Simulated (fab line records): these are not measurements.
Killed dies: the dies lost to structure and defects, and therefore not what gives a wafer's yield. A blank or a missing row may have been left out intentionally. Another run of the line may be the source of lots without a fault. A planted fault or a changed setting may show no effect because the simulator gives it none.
fab line records ; flow sfqLine
record lots=5; wafers=23
route steps=325 shown M1@62 M2@89 I2@108 M3@119 I3@134
startH: start of the lot's first displayed wafer, in hours after the record's first day ; waitH: hours from the lot's prior step to this one ; " as in the row above ; L1.1+2: several wafers, shown together as one row ; - no value, or no start was given ; * or withheld: withheld ; < > ~ a bound
route shown NAME@n: names a module that has steps shown in the file, with the first one's number in the route ; usual: the fault-free wafers' mean and standard deviation ; same: alike in all rows ; chamber/n: place in a boat ; sites: the reading at each site ; _std_site: the values' standard deviation ; _edge_site: outer sites' mean less inner sites' ; radiusMm: for every site, how far away it sits from the centre of the wafer ; mask NAME#n: copy n ; behind: the tool/chamber that last shaped the wafer ; hold: reason for holding the lot/hours on hold/outcome of the hold ; device: the transistor (n, p or np) that didn't switch ; end of line: the same wafers' tests at the end of the route ; a step with no rows: only its recipe ; killed: count of dies lost to structure and defects at first sort (not the wafer's yield) ; map: a wafer's dies, x killed, . not, _ none there
set.NAME: the setting that was run; set.NAME@STEP: the one run at that earlier step ; model.NAME: the simulator's own value behind a step, which no gauge read
lots with deliberately changed settings; one table per step, one row per wafer
## steps
# step SFQ_TRILAYER_M1_LITHO_COAT_044
# recipe resist=BARC; spinRpm=3000; resistThkNm=62
lot.wafer;tool;chamber;startH;waitH;set.spinRpm;model.BARC_of_TRILAYER_M1_LITHO_COAT_044.thkNm
L077.1+5;lithoTrack-02;0;298.26;0.1;3000;61.94
L077.2;lithoTrack-02;0;298.26;0.1;3000;61.99
L077.3;lithoTrack-02;0;298.26;0.1;3108;61
L077.4;lithoTrack-02;0;298.26;0.1;3108;60.8
L078.1;lithoTrack-04;0;300.66;0.1;3188;59.91
L078.2;lithoTrack-04;0;300.66;0.1;3000;61.52
L078.3;lithoTrack-04;0;300.66;0.1;3000;62.13
L078.4;lithoTrack-04;0;300.66;0.1;3000;61.83
L078.6;lithoTrack-04;0;300.66;0.1;3188;59.96
L079.1;lithoTrack-02;0;346.10;0.1;2895;62.92
L079.2;lithoTrack-02;0;346.10;0.1;3000;61.75
L079.3;lithoTrack-02;0;346.10;0.1;2895;62.73
L079.4;lithoTrack-02;0;346.10;0.1;2895;62.81
L079.6;lithoTrack-02;0;346.10;0.1;3000;61.61
L081.1;lithoTrack-04;0;364.10;0.1;3000;62.31
L081.2;lithoTrack-04;0;364.10;0.1;3090;61.26
L081.4;lithoTrack-04;0;364.10;0.1;3090;61.23
L081.5;lithoTrack-04;0;364.10;0.1;3000;62.21
L081.6;lithoTrack-04;0;364.10;0.1;3000;62.14
L085.3;lithoTrack-04;0;388.32;0.1;3000;61.88
L085.4;lithoTrack-04;0;388.32;0.1;3000;62.14
L085.6;lithoTrack-04;0;388.32;0.1;3000;61.89
# step SFQ_TRILAYER_M1_ETCH_METAL_ETCH_042
# recipe target=Nb; stopOn=SiO2; maskMaterial=PR; chemistry=Cl2/Ar; targetDepthNm=240; icpW=600; biasW=80; pressureMtorr=10; timeS=120
# usual oesProductAu=0.896/0.0051
lot.wafer;tool;chamber;startH;waitH;set.timeS;set.timeS@TRILAYER_M1_DEP_SPUTTER_037;oesProductAu;model.KrF_of_TRILAYER_M1_LITHO_COAT_039.thkNm
L077.1;rieMetal-01;0;433.95;0.0;120;133.3;0.899;382.7
L077.2;rieMetal-01;1;433.95;0.0;120;142.4;0.931;-
L077.3;rieMetal-01;1;433.95;0.0;120;133.3;0.902;381.9
L077.4;rieMetal-01;0;433.95;0.0;120;142.4;0.930;-
L077.5;rieMetal-01;0;433.95;0.0;120;142.4;0.934;-
L078.1;rieMetal-02;1;435.15;0.0;120;116.4;0.831;-
L078.2;rieMetal-02;0;435.15;0.0;127.8;133.3;0.884;373.3
L078.3;rieMetal-02;0;435.15;0.0;120;133.3;0.893;383.1
L078.4;rieMetal-02;1;435.15;0.0;120;116.4;0.828;-
L078.6;rieMetal-02;1;435.15;0.0;127.8;116.4;0.835;-
L079.1;rieMetal-01;1;480.66;0.0;120;133.3;0.895;382
L079.2;rieMetal-01;0;480.66;0.0;133.6;152.1;0.952;-
L079.3;rieMetal-01;0;480.66;0.0;120;152.1;0.972;-
L079.4;rieMetal-01;1;480.66;0.0;133.6;133.3;0.899;363.6
L079.6;rieMetal-01;1;480.66;0.0;120;133.3;0.902;382.5
L081.1;rieMetal-04;0;505.86;0.0;120;133.3;0.895;379.5
L081.2;rieMetal-04;1;505.86;0.0;110.6;133.3;0.949;391.6
L081.4;rieMetal-04;1;505.86;0.0;120;133.3;0.900;378.2
L081.5;rieMetal-04;1;505.86;0.0;120;133.3;0.899;379.6
L081.6;rieMetal-04;0;505.86;0.0;110.6;133.3;0.944;390.6
L085.3;rieMetal-04;0;533.50;0.1;120;133.3;0.902;374.2
L085.4;rieMetal-04;1;533.50;0.1;120;133.3;0.893;376.1
L085.6;rieMetal-04;0;533.50;0.1;120;133.3;0.901;375
# step SFQ_TRILAYER_M2_DEP_SPUTTER_055
# recipe material=Nb; basePressurePa=1.33e-06; chamberPressurePa=0.1333; substrateTempC=20; resputterCathodeVoltageV=400; targetThkNm=200; powerW=2000; timeS=133.3
lot.wafer;tool;chamber;startH;waitH;set.timeS;model.Nb_of_TRILAYER_M2_DEP_SPUTTER_055.thkNm
L077.1;pvdSputter-04;-;601.61;0.0;133.3;199.8
L077.2;pvdSputter-04;-;601.61;0.0;120.3;180.1
L077.3;pvdSputter-04;-;601.61;0.0;120.3;180.4
L077.4;pvdSputter-04;-;601.61;0.0;133.3;199.2
L077.5;pvdSputter-04;-;601.61;0.0;120.3;180.2
L078.1;pvdSputter-04;-;602.82;0.0;141.5;214.1
L078.2;pvdSputter-04;-;602.82;0.0;133.3;203.9
L078.3;pvdSputter-04;-;602.82;0.0;133.3;201.6
L078.4;pvdSputter-04;-;602.82;0.0;141.5;212.4
L078.6;pvdSputter-04;-;602.82;0.0;133.3;202
L079.1;pvdSputter-04;-;652.01;0.0;133.3;199.1
L079.2;pvdSputter-04;-;652.01;0.0;116.2;174
L079.3;pvdSputter-04;-;652.01;0.0;116.2;173.9
L079.4;pvdSputter-04;-;652.01;0.0;116.2;174.2
L079.6;pvdSputter-04;-;652.01;0.0;133.3;200.2
L081.1;pvdSputter-04;-;676.17;0.0;133.3;197.8
L081.2;pvdSputter-04;-;676.17;0.0;133.3;200.6
L081.4;pvdSputter-04;-;676.17;0.0;133.3;199.8
L081.5+6;pvdSputter-04;-;676.17;0.0;133.3;198.3
L085.3;pvdSputter-06;-;704.97;0.0;133.3;202.6
L085.4;pvdSputter-06;-;704.97;0.0;133.3;202.2
L085.6;pvdSputter-06;-;704.97;0.0;133.3;202
# step SFQ_M2_RS_MEAS_914
# recipe thkMeasGauge=four-point-probe; reads=Nb_of_TRILAYER_M2_DEP_SPUTTER_055
# usual M2_NB_RS=0.887/0.0081
lot.wafer;tool;chamber;startH;waitH;set.timeS@TRILAYER_M2_DEP_SPUTTER_055;M2_NB_RS[ohm/sq]
L077.1;filmMetro-01;-;601.70;0.0;133.3;0.891
L077.2;filmMetro-01;-;601.70;0.0;120.3;0.992
L077.3;filmMetro-01;-;601.70;0.0;120.3;0.985
L077.4;filmMetro-01;-;601.70;0.0;133.3;0.893
L077.5;filmMetro-01;-;601.70;0.0;120.3;0.988
L078.1;filmMetro-04;-;602.91;0.0;141.5;0.829
L078.2;filmMetro-04;-;602.91;0.0;133.3;0.871
L078.3;filmMetro-04;-;602.91;0.0;133.3;0.882
L078.4;filmMetro-04;-;602.91;0.0;141.5;0.836
L078.6;filmMetro-04;-;602.91;0.0;133.3;0.881
L079.1;filmMetro-03;-;652.10;0.0;133.3;0.893
L079.2;filmMetro-03;-;652.10;0.0;116.2;1.022
L079.3;filmMetro-03;-;652.10;0.0;116.2;1.023
L079.4;filmMetro-03;-;652.10;0.0;116.2;1.022
L079.6;filmMetro-03;-;652.10;0.0;133.3;0.889
L081.1;filmMetro-03;-;676.26;0.0;133.3;0.898
L081.2;filmMetro-03;-;676.26;0.0;133.3;0.884
L081.4;filmMetro-03;-;676.26;0.0;133.3;0.890
L081.5;filmMetro-03;-;676.26;0.0;133.3;0.896
L081.6;filmMetro-03;-;676.26;0.0;133.3;0.898
L085.3;filmMetro-03;-;705.11;0.1;133.3;0.876
L085.4;filmMetro-03;-;705.11;0.1;133.3;0.879
L085.6;filmMetro-03;-;705.11;0.1;133.3;0.881
# step SFQ_TRILAYER_M2_LITHO_COAT_062
# recipe resist=BARC; spinRpm=3000; resistThkNm=62
lot.wafer;tool;chamber;startH;waitH;set.spinRpm;model.BARC_of_TRILAYER_M2_LITHO_COAT_062.thkNm
L077.1;lithoTrack-02;0;601.88;0.1;2785;64.31
L077.2;lithoTrack-02;0;601.88;0.1;3000;62.03
L077.3;lithoTrack-02;0;601.88;0.1;2785;64.51
L077.4;lithoTrack-02;0;601.88;0.1;3000;61.92
L077.5;lithoTrack-02;0;601.88;0.1;2785;64.26
L078.1;lithoTrack-01;0;603.09;0.1;3217;60.28
L078.2;lithoTrack-01;0;603.09;0.1;3217;60.29
L078.3;lithoTrack-01;0;603.09;0.1;3000;62.36
L078.4;lithoTrack-01;0;603.09;0.1;3000;62.46
L078.6;lithoTrack-01;0;603.09;0.1;3217;60.14
L079.1;lithoTrack-02;0;652.28;0.1;3222;59.86
L079.2;lithoTrack-02;0;652.28;0.1;3222;59.82
L079.3;lithoTrack-02;0;652.28;0.1;3000;61.91
L079.4+6;lithoTrack-02;0;652.28;0.1;3000;61.97
L081.1;lithoTrack-03;0;676.44;0.1;3000;62.11
L081.2+5;lithoTrack-03;0;676.44;0.1;3000;62.06
L081.4;lithoTrack-03;0;676.44;0.1;2849;63.81
L081.6;lithoTrack-03;0;676.44;0.1;2849;63.61
L085.3;lithoTrack-02;0;705.35;0.1;3000;61.85
L085.4;lithoTrack-02;0;705.35;0.1;3000;61.95
L085.6;lithoTrack-02;0;705.35;0.1;3000;62.03
# step SFQ_TRILAYER_M2_LITHO_COAT_057
# recipe resist=KrF; spinRpm=3000; resistThkNm=600
# step SFQ_TRILAYER_M2_LITHO_SOFTBAKE_061
# recipe tempC=withheld; timeS=withheld; resist=KrF
# step SFQ_TRILAYER_M2_BARC_OPEN_METAL_ETCH_077
# recipe maskMaterial=PR; chemistry=O2; targetDepthNm=125; target=BARC; icpW=600; biasW=80; pressureMtorr=10; timeS=41.7
# step SFQ_TRILAYER_M2_ETCH_METAL_ETCH_060
# recipe target=Nb; stopOn=SiO2; maskMaterial=PR; chemistry=Cl2/Ar; targetDepthNm=240; icpW=600; biasW=82.71; pressureMtorr=10; timeS=120
# usual oesProductAu=0.894/0.0065
lot.wafer;tool;chamber;startH;waitH;set.timeS@TRILAYER_M2_DEP_SPUTTER_055;oesProductAu
L077.1;rieMetal-01;0;768.07;0.0;133.3;0.897
L077.2;rieMetal-01;1;768.07;0.0;120.3;0.841
L077.3;rieMetal-01;0;768.07;0.0;120.3;0.846
L077.4;rieMetal-01;1;768.07;0.0;133.3;0.891
L077.5;rieMetal-01;1;768.07;0.0;120.3;0.846
L078.1;rieMetal-04;1;769.27;0.0;141.5;0.935
L078.2;rieMetal-04;0;769.27;0.0;133.3;0.906
L078.3;rieMetal-04;0;769.27;0.0;133.3;0.900
L078.4;rieMetal-04;1;769.27;0.0;141.5;0.928
L078.6;rieMetal-04;1;769.27;0.0;133.3;0.904
L079.1;rieMetal-04;0;813.39;0.0;133.3;0.893
L079.2;rieMetal-04;1;813.39;0.0;116.2;0.820
L079.3;rieMetal-04;0;813.39;0.0;116.2;0.829
L079.4;rieMetal-04;1;813.39;0.0;116.2;0.836
L079.6;rieMetal-04;0;813.39;0.0;133.3;0.884
L081.1;rieMetal-01;0;833.79;0.0;133.3;0.888
L081.2;rieMetal-01;1;833.79;0.0;133.3;0.894
L081.4;rieMetal-01;1;833.79;0.0;133.3;0.906
L081.5;rieMetal-01;0;833.79;0.0;133.3;0.893
L081.6;rieMetal-01;1;833.79;0.0;133.3;0.891
L085.3;rieMetal-01;1;860.61;0.1;133.3;0.899
L085.4;rieMetal-01;0;860.61;0.1;133.3;0.899
L085.6;rieMetal-01;0;860.61;0.1;133.3;0.890
# step SFQ_TRILAYER_I2_VIA_LITHO_COAT_067
# recipe resist=KrF; spinRpm=3000; resistThkNm=650
lot.wafer;tool;chamber;startH;waitH;set.spinRpm;model.KrF_of_TRILAYER_I2_VIA_LITHO_COAT_067.thkNm
L077.1;lithoTrack-02;0;778.31;0.2;3000;650.9
L077.2;lithoTrack-02;0;778.31;0.2;3000;652.8
L077.3;lithoTrack-02;0;778.31;0.2;3000;652.5
L077.4;lithoTrack-02;0;778.31;0.2;3000;651.2
L077.5;lithoTrack-02;0;778.31;0.2;3000;651.7
L078.1;lithoTrack-04;0;778.51;0.2;2789;677
L078.2;lithoTrack-04;0;778.51;0.2;3000;652.1
L078.3;lithoTrack-04;0;778.51;0.2;2789;676.7
L078.4;lithoTrack-04;0;778.51;0.2;2789;676.1
L078.6;lithoTrack-04;0;778.51;0.2;3000;652.5
L079.1;lithoTrack-04;0;820.66;0.2;2797;671.3
L079.2;lithoTrack-04;0;820.66;0.2;3000;648
L079.3;lithoTrack-04;0;820.66;0.2;3000;649.8
L079.4;lithoTrack-04;0;820.66;0.2;2797;671.8
L079.6;lithoTrack-04;0;820.66;0.2;3000;649.6
L081.1;lithoTrack-02;0;839.57;0.2;2787;672.2
L081.2;lithoTrack-02;0;839.57;0.2;3000;648.7
L081.4;lithoTrack-02;0;839.57;0.2;2787;673
L081.5;lithoTrack-02;0;839.57;0.2;3000;650.6
L081.6;lithoTrack-02;0;839.57;0.2;2787;673.1
L085.3;lithoTrack-02;0;871.77;0.2;3000;651
L085.4;lithoTrack-02;0;871.77;0.2;3000;647.4
L085.6;lithoTrack-02;0;871.77;0.2;3000;648
# step SFQ_TRILAYER_I2_VIA_BARC_OPEN_VIA_ETCH_096
# recipe maskMaterial=PR; chemistry=O2; targetDepthNm=125; target=BARC; sourceW=500; biasW=80; pressureMtorr=30; timeS=41.7
lot.wafer;tool;chamber;startH;waitH;set.biasW;set.spinRpm@TRILAYER_I2_VIA_LITHO_COAT_067;model.KrF_of_TRILAYER_I2_VIA_LITHO_COAT_067.thkNm
L077.1;rieDiel-03;1;782.45;0.0;80;3000;574.1
L077.2;rieDiel-03;0;782.45;0.0;80;3000;576.3
L077.3;rieDiel-03;3;782.45;0.0;73.01;3000;576.8
L077.4;rieDiel-03;2;782.45;0.0;80;3000;573.9
L077.5;rieDiel-03;1;782.45;0.0;73.01;3000;576
L078.1;rieDiel-04;3;783.65;0.0;80;2789;599.4
L078.2;rieDiel-04;0;783.65;0.0;80;3000;574.6
L078.3;rieDiel-04;2;783.65;0.0;80;2789;599.3
L078.4;rieDiel-04;0;783.65;0.0;80;2789;598.8
L078.6;rieDiel-04;3;783.65;0.0;80;3000;575.3
L079.1;rieDiel-02;3;822.77;0.0;80;2797;595.1
L079.2;rieDiel-02;1;822.77;0.0;80;3000;570.9
L079.3;rieDiel-02;2;822.77;0.0;80;3000;572.6
L079.4;rieDiel-02;0;822.77;0.0;80;2797;594.8
L079.6;rieDiel-02;0;822.77;0.0;80;3000;572.7
L081.1;rieDiel-02;2;842.21;0.0;80;2787;595
L081.2;rieDiel-02;0;842.21;0.0;80;3000;572
L081.4;rieDiel-02;1;842.21;0.0;74.79;2787;597
L081.5;rieDiel-02;0;842.21;0.0;74.79;3000;575.1
L081.6;rieDiel-02;3;842.21;0.0;74.79;2787;597.7
L085.3;rieDiel-02;2;874.23;0.0;80;3000;574.2
L085.4;rieDiel-02;0;874.23;0.0;80;3000;570.2
L085.6;rieDiel-02;1;874.23;0.0;80;3000;570.7
# step SFQ_TRILAYER_M3_DEP_SPUTTER_073
# recipe material=Nb; basePressurePa=1.33e-06; chamberPressurePa=0.1333; substrateTempC=20; resputterCathodeVoltageV=400; targetThkNm=200; powerW=2000; timeS=133.3
lot.wafer;tool;chamber;startH;waitH;set.timeS;model.Nb_of_TRILAYER_M3_DEP_SPUTTER_073.thkNm
L077.1;pvdSputter-04;-;783.58;0.0;133.3;202.5
L077.2;pvdSputter-04;-;783.58;0.0;133.3;199.9
L077.3;pvdSputter-04;-;783.58;0.0;133.3;200.4
L077.4;pvdSputter-04;-;783.58;0.0;121.7;183.2
L077.5;pvdSputter-04;-;783.58;0.0;121.7;182.1
L078.1+6;pvdSputter-03;-;784.61;0.0;133.3;199.3
L078.2;pvdSputter-03;-;784.61;0.0;126.7;188.9
L078.3;pvdSputter-03;-;784.61;0.0;126.7;188.7
L078.4;pvdSputter-03;-;784.61;0.0;133.3;200
L079.1;pvdSputter-03;-;823.72;0.0;116.1;175.2
L079.2;pvdSputter-03;-;823.72;0.0;116.1;174.2
L079.3;pvdSputter-03;-;823.72;0.0;116.1;174.4
L079.4;pvdSputter-03;-;823.72;0.0;133.3;201.7
L079.6;pvdSputter-03;-;823.72;0.0;133.3;200.5
L081.1;pvdSputter-04;-;843.95;0.0;133.3;201.3
L081.2;pvdSputter-04;-;843.95;0.0;133.3;200.2
L081.4;pvdSputter-04;-;843.95;0.0;133.3;198.5
L081.5;pvdSputter-04;-;843.95;0.0;133.3;201
L081.6;pvdSputter-04;-;843.95;0.0;133.3;201.2
L085.3;pvdSputter-04;-;875.39;0.0;133.3;199.7
L085.4;pvdSputter-04;-;875.39;0.0;133.3;199.4
L085.6;pvdSputter-04;-;875.39;0.0;133.3;197.7
# step SFQ_M3_RS_MEAS_919
# recipe thkMeasGauge=four-point-probe; reads=Nb_of_TRILAYER_M3_DEP_SPUTTER_073
# usual M3_NB_RS=0.891/0.006
lot.wafer;tool;chamber;startH;waitH;set.timeS@TRILAYER_M3_DEP_SPUTTER_073;M3_NB_RS[ohm/sq]
L077.1;filmMetro-02;-;783.67;0.0;133.3;0.878
L077.2;filmMetro-02;-;783.67;0.0;133.3;0.889
L077.3;filmMetro-02;-;783.67;0.0;133.3;0.888
L077.4;filmMetro-02;-;783.67;0.0;121.7;0.972
L077.5;filmMetro-02;-;783.67;0.0;121.7;0.978
L078.1;filmMetro-03;-;784.70;0.0;133.3;0.893
L078.2;filmMetro-03;-;784.70;0.0;126.7;0.941
L078.3;filmMetro-03;-;784.70;0.0;126.7;0.942
L078.4;filmMetro-03;-;784.70;0.0;133.3;0.890
L078.6;filmMetro-03;-;784.70;0.0;133.3;0.893
L079.1;filmMetro-02;-;823.82;0.0;116.1;1.016
L079.2;filmMetro-02;-;823.82;0.0;116.1;1.024
L079.3;filmMetro-02;-;823.82;0.0;116.1;1.021
L079.4;filmMetro-02;-;823.82;0.0;133.3;0.882
L079.6;filmMetro-02;-;823.82;0.0;133.3;0.888
L081.1;filmMetro-01;-;844.04;0.0;133.3;0.885
L081.2;filmMetro-01;-;844.04;0.0;133.3;0.888
L081.4;filmMetro-01;-;844.04;0.0;133.3;0.895
L081.5;filmMetro-01;-;844.04;0.0;133.3;0.885
L081.6;filmMetro-01;-;844.04;0.0;133.3;0.886
L085.3;filmMetro-01;-;875.52;0.1;133.3;0.892
L085.4;filmMetro-01;-;875.52;0.1;133.3;0.893
L085.6;filmMetro-01;-;875.52;0.1;133.3;0.900
# step SFQ_TRILAYER_M3_LITHO_COAT_080
# recipe resist=BARC; spinRpm=3000; resistThkNm=62
lot.wafer;tool;chamber;startH;waitH;set.resistThkNm;model.BARC_of_TRILAYER_M3_LITHO_COAT_080.thkNm
L077.1;lithoTrack-03;0;783.85;0.1;63.8;64.05
L077.2;lithoTrack-03;0;783.85;0.1;62;62.05
L077.3;lithoTrack-03;0;783.85;0.1;63.8;64
L077.4;lithoTrack-03;0;783.85;0.1;62;62.15
L077.5;lithoTrack-03;0;783.85;0.1;62;62.22
L078.1;lithoTrack-03;0;784.90;0.1;63.21;63.52
L078.2;lithoTrack-03;0;784.90;0.1;63.21;63.39
L078.3;lithoTrack-03;0;784.90;0.1;62;62.34
L078.4;lithoTrack-03;0;784.90;0.1;63.21;63.58
L078.6;lithoTrack-03;0;784.90;0.1;62;62.23
L079.1;lithoTrack-04;0;824.00;0.1;62;62.38
L079.2+3;lithoTrack-04;0;824.00;0.1;64.39;64.72
L079.4;lithoTrack-04;0;824.00;0.1;64.39;64.56
L079.6;lithoTrack-04;0;824.00;0.1;62;62.25
L081.1;lithoTrack-02;0;844.22;0.1;62;62.38
L081.2;lithoTrack-02;0;844.22;0.1;63.66;63.91
L081.4+5;lithoTrack-02;0;844.22;0.1;62;62.24
L081.6;lithoTrack-02;0;844.22;0.1;63.66;64.1
L085.3;lithoTrack-04;0;875.76;0.1;62;61.98
L085.4;lithoTrack-04;0;875.76;0.1;62;61.83
L085.6;lithoTrack-04;0;875.76;0.1;62;62.02
# step SFQ_TRILAYER_M3_ETCH_METAL_ETCH_078
# recipe target=Nb; stopOn=SiO2; maskMaterial=PR; chemistry=Cl2/Ar; targetDepthNm=240; icpW=600; biasW=80; pressureMtorr=10; timeS=120
lot.wafer;tool;chamber;startH;waitH;set.timeS;model.KrF_of_TRILAYER_M3_LITHO_COAT_075.thkNm
L077.1;rieMetal-02;0;787.31;0.0;132.8;366.1
L077.2;rieMetal-02;1;787.31;0.0;120;385
L077.3;rieMetal-02;0;787.31;0.0;120;383.8
L077.4+5;rieMetal-02;1,0;787.31;0.0;132.8;-
L078.1;rieMetal-04;1;788.74;0.0;120;382.2
L078.2;rieMetal-04;0;788.74;0.0;120;377.4
L078.3;rieMetal-04;1;788.74;0.0;120;379.8
L078.4;rieMetal-04;0;788.74;0.0;120;378.8
L078.6;rieMetal-04;0;788.74;0.0;120;381
L079.1+2+3;rieMetal-02;1,0,0;826.34;0.0;120;-
L079.4;rieMetal-02;1;826.34;0.0;120;382.2
L079.6;rieMetal-02;0;826.34;0.0;120;380.9
L081.1;rieMetal-02;0;846.69;0.0;120;380.1
L081.2;rieMetal-02;1;846.69;0.0;120;380.9
L081.4;rieMetal-02;1;846.69;0.0;102;402.9
L081.5;rieMetal-02;0;846.69;0.0;120;379.4
L081.6;rieMetal-02;1;846.69;0.0;102;401.9
L085.3;rieMetal-04;0;1006.26;0.1;120;381.8
L085.4;rieMetal-04;1;1006.26;0.1;120;382
L085.6;rieMetal-04;1;1006.26;0.1;120;383.8
# step SFQ_TRILAYER_I3_CMP_CMP_082
# recipe material=SiO2; downForcePsi=3; platenRpm=60; padVelocityMS=0.94248
lot.wafer;tool;chamber;startH;waitH;set.leaveAboveRefNm;model.SiO2_of_TRILAYER_I3_DEP_PECVD_081.thkNm
L077.1;cmp-01;1;791.89;3.5;192.6;192.5
L077.4;cmp-01;2;791.89;3.5;192.6;191.7
L077.3;cmp-01;3;791.89;3.5;200;199.2
L077.2;cmp-01;0;791.89;3.5;200;198.8
L077.5;cmp-01;2;794.39;5.9;200;198.4
L078.2;cmp-01;0;794.89;5.0;200;197.9
L078.3;cmp-01;1;794.89;5.0;200;199.4
L078.1;cmp-01;2;794.89;5.0;200;198.5
L078.4;cmp-01;3;794.89;5.0;213.4;210.7
L078.6;cmp-01;1;797.39;7.5;213.4;211.3
L079.4;cmp-01;3;827.89;0.6;200;199
L079.2;cmp-01;0;827.89;0.6;200;198.6
L079.3;cmp-01;1;827.89;0.6;200;199.7
L079.1;cmp-01;2;827.89;0.6;200;199.2
L079.6;cmp-01;3;827.89;0.6;200;199.3
L081.1;cmp-01;0;847.84;0.0;200;198.4
L081.2;cmp-01;2;848.84;1.0;200;199.4
L081.4;cmp-01;3;848.84;1.0;187.3;185.6
L081.6;cmp-01;0;848.84;1.0;200;198
L081.5;cmp-01;1;848.84;1.0;187.3;186.1
L085.3;cmp-01;2;1009.29;2.1;200;199.3
L085.4+6;cmp-01;3,0;1009.29;2.1;200;199.6
# step SFQ_TRILAYER_I3_METRO_MEASURE_083
# usual thkNm=199.4/1
lot.wafer;tool;chamber;startH;waitH;set.leaveAboveRefNm@TRILAYER_I3_CMP_CMP_082;thkNm
L077.1;filmMetro-04;-;795.01;0.1;192.6;192.6
L077.2;filmMetro-04;-;795.01;0.1;200;198.8
L077.3;filmMetro-04;-;795.01;0.1;200;199.3
L077.4;filmMetro-04;-;795.01;0.1;192.6;191.8
L077.5;filmMetro-04;-;795.01;0.1;200;198.6
L078.1;filmMetro-01;-;798.01;0.1;200;198.5
L078.2;filmMetro-01;-;798.01;0.1;200;197.7
L078.3;filmMetro-01;-;798.01;0.1;200;199.6
L078.4;filmMetro-01;-;798.01;0.1;213.4;210.8
L078.6;filmMetro-01;-;798.01;0.1;213.4;211.5
L079.1;filmMetro-04;-;831.01;0.1;200;199.0
L079.2;filmMetro-04;-;831.01;0.1;200;198.5
L079.3;filmMetro-04;-;831.01;0.1;200;199.6
L079.4;filmMetro-04;-;831.01;0.1;200;199.1
L079.6;filmMetro-04;-;831.01;0.1;200;199.3
L081.1;filmMetro-01;-;850.96;0.1;200;198.4
L081.2;filmMetro-01;-;850.96;0.1;200;199.4
L081.4;filmMetro-01;-;850.96;0.1;187.3;185.6
L081.5;filmMetro-01;-;850.96;0.1;187.3;185.8
L081.6;filmMetro-01;-;850.96;0.1;200;197.8
L085.3;filmMetro-04;-;1011.81;0.5;200;199.4
L085.4;filmMetro-04;-;1011.81;0.5;200;199.7
L085.6;filmMetro-04;-;1011.81;0.5;200;199.6
## key
split step=SFQ_TRILAYER_M1_LITHO_COAT_044; setting=spinRpm; stated=3000; by=wafer
response step=SFQ_TRILAYER_M1_LITHO_COAT_044; reading=model.BARC_of_TRILAYER_M1_LITHO_COAT_044.thkNm; change=-0.307; per=1%; r=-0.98
split step=SFQ_TRILAYER_M1_ETCH_METAL_ETCH_042; setting=timeS; stated=120; by=wafer
response step=SFQ_TRILAYER_M1_ETCH_METAL_ETCH_042; reading=model.KrF_of_TRILAYER_M1_LITHO_COAT_039.thkNm; change=-1.58; per=1%; r=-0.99
split step=SFQ_TRILAYER_M2_DEP_SPUTTER_055; setting=timeS; stated=133.3; by=wafer
response step=SFQ_TRILAYER_M2_DEP_SPUTTER_055; reading=model.Nb_of_TRILAYER_M2_DEP_SPUTTER_055.thkNm; change=+1.96; per=1%; r=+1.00
response step=SFQ_M2_RS_MEAS_914; reading=M2_NB_RS; change=-0.00975; per=1%; r=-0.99
response step=SFQ_TRILAYER_M2_ETCH_METAL_ETCH_060; reading=oesProductAu; change=+0.00482; per=1%; r=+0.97
split step=SFQ_TRILAYER_M2_LITHO_COAT_062; setting=spinRpm; stated=3000; by=wafer
response step=SFQ_TRILAYER_M2_LITHO_COAT_062; reading=model.BARC_of_TRILAYER_M2_LITHO_COAT_062.thkNm; change=-0.308; per=1%; r=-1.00
split step=SFQ_TRILAYER_I2_VIA_LITHO_COAT_067; setting=spinRpm; stated=3000; by=wafer
response step=SFQ_TRILAYER_I2_VIA_LITHO_COAT_067; reading=model.KrF_of_TRILAYER_I2_VIA_LITHO_COAT_067.thkNm; change=-3.34; per=1%; r=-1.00
response step=SFQ_TRILAYER_I2_VIA_BARC_OPEN_VIA_ETCH_096; reading=model.KrF_of_TRILAYER_I2_VIA_LITHO_COAT_067.thkNm; change=-3.36; per=1%; r=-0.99
split step=SFQ_TRILAYER_I2_VIA_BARC_OPEN_VIA_ETCH_096; setting=biasW; stated=80; by=wafer
response none clear
split step=SFQ_TRILAYER_M3_DEP_SPUTTER_073; setting=timeS; stated=133.3; by=wafer
response step=SFQ_TRILAYER_M3_DEP_SPUTTER_073; reading=model.Nb_of_TRILAYER_M3_DEP_SPUTTER_073.thkNm; change=+2.08; per=1%; r=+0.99
response step=SFQ_M3_RS_MEAS_919; reading=M3_NB_RS; change=-0.0104; per=1%; r=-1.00
split step=SFQ_TRILAYER_M3_LITHO_COAT_080; setting=resistThkNm; stated=62; by=wafer
response step=SFQ_TRILAYER_M3_LITHO_COAT_080; reading=model.BARC_of_TRILAYER_M3_LITHO_COAT_080.thkNm; change=+0.627; per=1%; r=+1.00
split step=SFQ_TRILAYER_M3_ETCH_METAL_ETCH_078; setting=timeS; stated=120; by=wafer
response step=SFQ_TRILAYER_M3_ETCH_METAL_ETCH_078; reading=model.KrF_of_TRILAYER_M3_LITHO_COAT_075.thkNm; change=-1.53; per=1%; r=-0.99
split step=SFQ_TRILAYER_I3_CMP_CMP_082; setting=leaveAboveRefNm; stated=200; by=wafer
response step=SFQ_TRILAYER_I3_CMP_CMP_082; reading=model.SiO2_of_TRILAYER_I3_DEP_PECVD_081.thkNm; change=+1.91; per=1%; r=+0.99
response step=SFQ_TRILAYER_I3_METRO_MEASURE_083; reading=thkNm; change=+1.92; per=1%; r=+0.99
split outsideThisFile step=SFQ_TRILAYER_M1_DEP_SPUTTER_037 setting=timeS
# split outsideThisFile: this setting was split too, and the file shows its column; the key of that split is in another file
